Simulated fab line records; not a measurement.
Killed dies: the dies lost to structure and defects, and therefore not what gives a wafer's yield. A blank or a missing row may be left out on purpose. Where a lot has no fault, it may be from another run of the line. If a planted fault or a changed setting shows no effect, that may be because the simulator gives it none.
A lot that was struck, set against a sound lot	flow sky130	17 out of 708 route steps
Sound: wafers L821.2, L821.3, L821.5. Wafers struck: L831.2, L831.4, L831.5. Last of all comes the cause.
Each step with rows lists, per side, the tool, then ch with its chambers, then its first start. Under that, the readings that differ: sound wafers	struck wafers	difference of the means	sigmas: that difference in standard deviations of wafers without a fault.
alike: readings whose means differ by less than 2 such deviations, and words and numbers that are the same on both sides. not compared: withheld readings, readings that some wafer has no value for, bounds like >300 that may hide the same value, and numbers for which the record gives no deviation and whose values overlap.
Wherever a step has rows on one side only, a row that says differs or no value, or a row with sigmas, the two part there. Non-overlapping numbers with no deviation appear without sigmas and do not part them. A reading missing from all wafers of one side parts the sides only when that side holds two or more wafers.

first, 5 steps without rows for these wafers: SKY_SD_N_COAT_02 (resist thk 1140 nm); SKY_SD_N_SOFTBAKE_03 (time 60 s); SKY_SD_N_EXPOSE_04 (exposes mask NSDM, target cd 380 nm); SKY_SD_N_PEB_05; SKY_SD_N_DEVELOP_06 (develop time 60 s).
SKY_SD_N_CD_MEAS_07: target cd 380 nm.
  sound on cd sem-02, day 28 20:55; struck on cd sem-02, day 31 23:05
  alike: cd nm
SKY_SD_N_OVL_MEAS_08:
  sound on overlay-01, day 28 21:01; struck on overlay-01, day 31 23:11
  alike: SD_N_OVL
then, 2 steps without rows for these wafers: SKY_SD_N_IMPLANT_09; SKY_SD_N_IMPLANT_10.
SKY_SD_N_STRIP_11: strips in O2/N2.
  sound on plasma asher-01 ch 0, day 28 21:20; struck on plasma asher-02 ch 0,1, day 31 23:31
  alike: drypump motor current A, oes product au, strip time to endpoint s
  not compared: rf hours counter h
SKY_SD_N_TW_MEAS_12:
  sound on film metro-03, day 28 21:27; struck on film metro-02, day 31 23:38
reading	sound	struck	difference	sigmas
SD_N_TW	3945 3952 3933	4057 4055 4070	+117	+3
then, 1 step without rows for these wafers: SKY_SD_N_CLEAN_13 (cleans in SC1/SC2, time 150 s).
SKY_SD_N_RTA_14: time 2 s.
  sound on rtp anneal-01 ch 0, day 28 21:34; struck on rtp anneal-01 ch 0, day 31 23:44
reading	sound	struck	difference	sigmas
lamp power pct (%)	15.70 15.75 15.68	15.28 15.38 15.41	-0.35	-7
  alike: chamber o2 ppm, ramp down c per s, wafer_temp_C_max
SKY_SD_N_RS_MEAS_16: measures by four-point-probe.
  sound on film metro-02, day 28 21:45; struck on film metro-01, day 31 23:55
reading	sound	struck	difference	sigmas
SD_N_RS (ohm/sq)	68.87 68.60 68.96	70.50 70.53 70.54	+1.71	+14
SKY_SD_N_RS_MEAS_17: measures by four-point-probe.
  sound on film metro-02, day 28 21:52; struck on film metro-01, day 32 00:02
reading	sound	struck	difference	sigmas
SD_P_RS (ohm/sq)	148.1 147.5 148.2	157.7 157.3 157.1	+9.4	+24
SKY_SD_N_RS_MEAS_18: measures by four-point-probe.
  sound on film metro-02, day 28 21:59; struck on film metro-01, day 32 00:10
reading	sound	struck	difference	sigmas
RES_XHIGH_RS (ohm/sq)	333.2 333.2 332.0	335.7 336.1 335.0	+2.8	+2
-- record jumps: 17 days separate the struck wafers' starts on either side; left off in module SD_N, taken up again in module PAD_OPEN, whose first shown step is the route's number 708 --
SKY_PAD_OPEN_PROBE_99:
  sound on prober-02, day 46 12:04; struck on prober-02, day 48 17:34
reading	sound	struck	difference	sigmas
model.etest.res xhigh po.line ohm um	5883 5816 5721	6467 6824 6524	+798	
model.etest.res xhigh po.rs ohm sq	2105 2028 2000	2292 2384 2301	+281	
model.etest.pfet_01v8.r on ohm um	3061 3012 2996	3080 3085 3102	+66	
model.etest.res pdiff.line ohm um	1399 1418 1423	1500 1476 1474	+70	
model.etest.res high po.line ohm um	773.4 761.4 756.7	828 847.4 815.1	+66	
model.etest.licon high po.rc ohm	371.8 375.1 369.9	402.9 436.2 416	+46.1	
model.etest.res high po.rs ohm sq	272.2 264.5 266.4	285.6 293.3 287.1	+21.0	
model.etest.res pdiff hv.rs ohm sq	196.7 196.4 196.7	211 209.5 207.8	+13	
  alike: killed_at_M0_to_M3, killed_at_M4_up, killed at contacts, killed at front end, killed at other, killed dies, killed on rim, killed open, killed short

WHERE THEY PART
Earliest at SKY_SD_N_TW_MEAS_12; latest, in this record, at SKY_SD_N_RS_MEAS_18. Later steps at which nothing parts them and some readings are alike: SKY_PAD_OPEN_PROBE_99.

WHY: what the simulator had put in
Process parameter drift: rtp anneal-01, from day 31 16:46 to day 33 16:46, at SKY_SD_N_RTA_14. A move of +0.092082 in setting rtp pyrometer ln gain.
